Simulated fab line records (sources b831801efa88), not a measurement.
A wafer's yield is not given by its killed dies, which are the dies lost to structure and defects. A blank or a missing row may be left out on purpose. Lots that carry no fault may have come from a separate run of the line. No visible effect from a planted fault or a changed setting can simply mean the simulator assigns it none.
Which tool was responsible?    flow gf180mcu    11 lots, 33 wafers sampled, at 4 steps of a route of 602

## WHAT THE GAUGES SHOWED, per wafer
GF_STI_THK_MEAS_30. Usual: STI_OXIDATION_02_THK typically reads 10.01 nm, with standard deviation 0.18.
lot   measured     on             STI_OXIDATION_02_THK (nm)  flag
L835  day 2 16:43  film-metro-01  9.74 9.77 9.89             
L839  day 3 12:23  film-metro-04  10.14 10.01 10.00          
L842  day 4 06:05  film-metro-01  9.97 10.03 10.03           
L846  day 5 01:55  film-metro-02  10.06 10.11 10.21          
L847  day 5 09:23  film-metro-01  9.99 10.20 9.98            
L850  day 6 01:05  film-metro-01  10.02 10.01 10.14          
L851  day 6 03:25  film-metro-02  10.24 10.01 10.03          
L852  day 6 06:47  film-metro-02  10.06 9.98 10.10           
L853  day 6 13:35  film-metro-02  9.98 9.87 9.95             
L854  day 6 20:07  film-metro-02  10.12 9.95 9.92            
L855  day 7 01:06  film-metro-04  9.85 9.87 9.91             

GF_DUAL_GATE_THK_MEAS_03. Usual: DUAL_GATE_OXIDATION_00_THK typically reads 10.91 nm, with standard deviation 0.27.
lot   measured      on             DUAL_GATE_OXIDATION_00_THK (nm)  flag
L835  day 8 06:30   film-metro-04  10.96 10.82 10.88                
L839  day 9 06:29   film-metro-04  10.48 10.56 10.77                
L842  day 10 05:32  film-metro-02  10.59 10.81 10.72                
L846  day 11 08:46  film-metro-01  10.70 10.64 10.58                
L847  day 11 18:20  film-metro-04  11.06 11.07 11.09                
L850  day 12 14:29  film-metro-04  11.09 10.87 11.17                
L851  day 12 15:56  film-metro-04  10.82 10.76 10.94                
L852  day 12 21:51  film-metro-04  11.05 10.86 10.92                
L853  day 13 07:29  film-metro-01  10.81 10.85 11.02                
L854  day 13 12:56  film-metro-04  11.16 11.10 11.15                
L855  day 14 02:39  film-metro-02  10.77 10.72 10.83                

GF_HV_LDD_THK_MEAS_57. Usual: HV_LDD_CVD_56_THK typically reads 89.6 nm, with standard deviation 1.1.
lot   measured      on             HV_LDD_CVD_56_THK (nm)         flag
L835  day 13 05:26  film-metro-01  88.3 88.7 89.2                 
L839  day 14 09:50  film-metro-02  66.0 65.0 65.4 66.0 65.0 65.4  OFF
L842  day 15 13:22  film-metro-02  71.4 81.1 83.2 71.5 81.0 83.3  OFF
L846  day 16 20:44  film-metro-01  91.5 90.9 90.7                 
L847  day 17 12:47  film-metro-03  88.6 89.1 89.4                 
L850  day 18 10:51  film-metro-03  88.3 89.5 89.6                 
L851  day 18 13:39  film-metro-02  89.7 88.7 88.8                 
L852  day 18 20:26  film-metro-01  90.0 90.5 89.7                 
L853  day 19 07:16  film-metro-01  89.5 90.4 90.0                 
L854  day 19 12:42  film-metro-02  89.6 88.9 89.4                 
L855  day 20 07:12  film-metro-02  90.1 90.5 90.6                 

## EACH LOT AND THE TOOL THAT RAN IT (in order: tool; ch and the chambers of the sampled wafers; start)
lot   GF_HV_LDD_CVD_56
L835  lpcvd-01 ch 0, day 13 03:16
L839  lpcvd-01 ch 0, day 14 07:41
L842  lpcvd-01 ch 1, day 15 11:56
L846  lpcvd-02 ch 1, day 16 19:18
L847  lpcvd-02 ch 0, day 17 11:20
L850  lpcvd-01 ch 0, day 18 09:25
L851  lpcvd-01 ch 0, day 18 12:13
L852  lpcvd-02 ch 1, day 18 18:59
L853  lpcvd-02 ch 1, day 19 05:07
L854  lpcvd-01 ch 1, day 19 11:16
L855  lpcvd-02 ch 1, day 20 05:46
- GF_HV_LDD_CVD_56: deposits Si3N4 from DCS/NH3, target thk 90 nm, time 1543 s.

## WHAT THE TOOLS THEMSELVES READ (means of the sampled wafers that have a number; where no wafer has one, the mark that the record gives instead)
GF_HV_LDD_CVD_56. Usual: spike-tc-centre-C 770.2 C, standard deviation 1.4; spike-tc-lower-C 769.6 C, standard deviation 1.4; spike-tc-upper-C 770.8 C, standard deviation 1.2; zone-power-centre-pct 13.7 %, standard deviation 0.82; zone-power-lower-pct 12.74 %, standard deviation 0.23; zone-power-upper-pct 12.7 %, standard deviation 0.83.
lot   tool      spike-tc-centre-C (C)  spike-tc-lower-C (C)  spike-tc-upper-C (C)  zone-power-centre-pct (%)  zone-power-lower-pct (%)  zone-power-upper-pct (%)  flag
L835  lpcvd-01  770.1                  767.8                 768.5                 13.8                       12.81                     12.1                      
L839  lpcvd-01  734.8                  772.7                 773.2                 4.3                        17.39                     16.6                      OFF
L842  lpcvd-01  735.8                  774.0                 776.0                 3.9                        17.04                     18.1                      OFF
L846  lpcvd-02  769.0                  768.8                 770.9                 14.4                       12.89                     11.6                      
L847  lpcvd-02  769.8                  771.3                 772.0                 14.2                       12.85                     13.8                      
L850  lpcvd-01  771.3                  769.0                 771.0                 13.8                       12.87                     12.2                      
L851  lpcvd-01  771.8                  767.7                 769.5                 13.8                       12.88                     12.2                      
L852  lpcvd-02  769.0                  769.2                 771.6                 14.4                       12.91                     11.6                      
L853  lpcvd-02  768.7                  769.2                 772.2                 14.5                       12.77                     11.7                      
L854  lpcvd-01  771.6                  769.9                 770.5                 12.5                       12.47                     13.2                      
L855  lpcvd-02  769.9                  769.4                 771.0                 14.5                       12.98                     11.7                      

## THE ANSWER, worked out from the rows above alone
Rule: lot off if the mean of its wafers having a number is beyond 3 standard deviations from the usual mean. A lot without any number at a reading at which 4 lots or more have one is off too. Any other lot the step has rows for is counted as sound. After the gauges, taken in route order, come the tools' own readings; for these a lot's mean is taken, as printed above. At the first step where some lot is off, the reading lying furthest off is the one used; lots without a number count as furthest.
Off: at GF_HV_LDD_THK_MEAS_57 (HV_LDD_CVD_56_THK), L839, L842.
If a tool, at a process step before that reading, ran all the lots that are off and no sound lot after the first of them, it fits. Not tried: the gauges at GF_HV_LDD_THK_MEAS_57; whatever is off there is also off at GF_HV_LDD_CVD_56, on other tools, and gauge error can't account for it. Of those tried, none fits.

## WHAT THE SIMULATOR HAD INSERTED
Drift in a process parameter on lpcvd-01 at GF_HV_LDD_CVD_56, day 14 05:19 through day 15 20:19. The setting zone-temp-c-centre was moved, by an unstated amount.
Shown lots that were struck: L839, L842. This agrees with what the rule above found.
